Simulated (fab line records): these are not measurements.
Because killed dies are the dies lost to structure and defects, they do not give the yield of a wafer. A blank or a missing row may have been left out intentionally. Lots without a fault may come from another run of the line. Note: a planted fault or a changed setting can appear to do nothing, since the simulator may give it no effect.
Chamber matching    flow gf180mcu    GF_V3_ETCH_16 on rie-diel-02: 4 sister chambers
The step etches BARC in N2/H2. 16 wafers are shown with their chamber, then 8 later ones without.

== EACH WAFER AND ITS CHAMBER ==
wafer   chamber  oes-product-au (a.u.)  throttle-valve-pct (%)
L077.2  2        0.860                  13.220
L077.3  0        0.861                  13.226
L077.5  1        0.855                  13.227
L078.1  1        0.854                  13.216
L078.4  1        0.853                  13.224
L078.5  0        0.860                  13.223
L081.2  0        0.859                  13.230
L081.4  1        0.855                  13.233
L081.6  0        0.857                  13.222
L082.3  0        0.856                  13.225
L082.4  0        0.858                  13.234
L082.5  1        0.847                  13.207
L088.1  3        0.853                  13.224
L088.4  0        0.856                  13.237
L088.5  0        0.855                  13.219
L094.1  2        0.858                  13.227

SIGNATURES (averages over the wafers above)
reading             chamber 0  chamber 1  chamber 2  chamber 3  scatter within a chamber
oes-product-au      0.85775    0.85280    0.85900    0.85300    0.00255
throttle-valve-pct  13.22700   13.22140   13.22350   13.22400   0.00765
Rule: a wafer's distance from a chamber is the root of the sum, over the readings, of the square of ((its reading less the chamber's mean) divided by the reading's scatter). The wafer belongs to the nearest chamber; if the next one is less than 2 further off, it can't be placed. The scatter: take each reading less its chamber's mean, square it, sum over the shown wafers, divide by the number of wafers less the number of chambers, and take the root.

== WAFERS WHOSE CHAMBER IS MISSING ==
wafer   oes-product-au (a.u.)  throttle-valve-pct (%)
L094.3  0.859                  13.224
L094.4  0.865                  13.228
L095.1  0.860                  13.232
L095.3  0.854                  13.220
L095.5  0.856                  13.215
L096.1  0.854                  13.216
L096.2  0.857                  13.219
L096.6  0.861                  13.237

== THE CHAMBER EACH PASSED THROUGH ==
wafer   from the rows above                in truth
L094.3  can't be placed: 2 or 0            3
L094.4  can't be placed: 2 or 0            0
L095.1  can't be placed: 0 or 2 or 3       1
L095.3  can't be placed: 1 or 3 or 0 or 2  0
L095.5  can't be placed: 1 or 2 or 3 or 0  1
L096.1  can't be placed: 1 or 3 or 0 or 2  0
L096.2  can't be placed: 2 or 0 or 1 or 3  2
L096.6  can't be placed: 0 or 2 or 3 or 1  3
Correct placement for 0 of the 8. Cannot be placed on the basis of these rows: 8; the candidates contain the true chamber in 6. Number placed wrongly: 0.
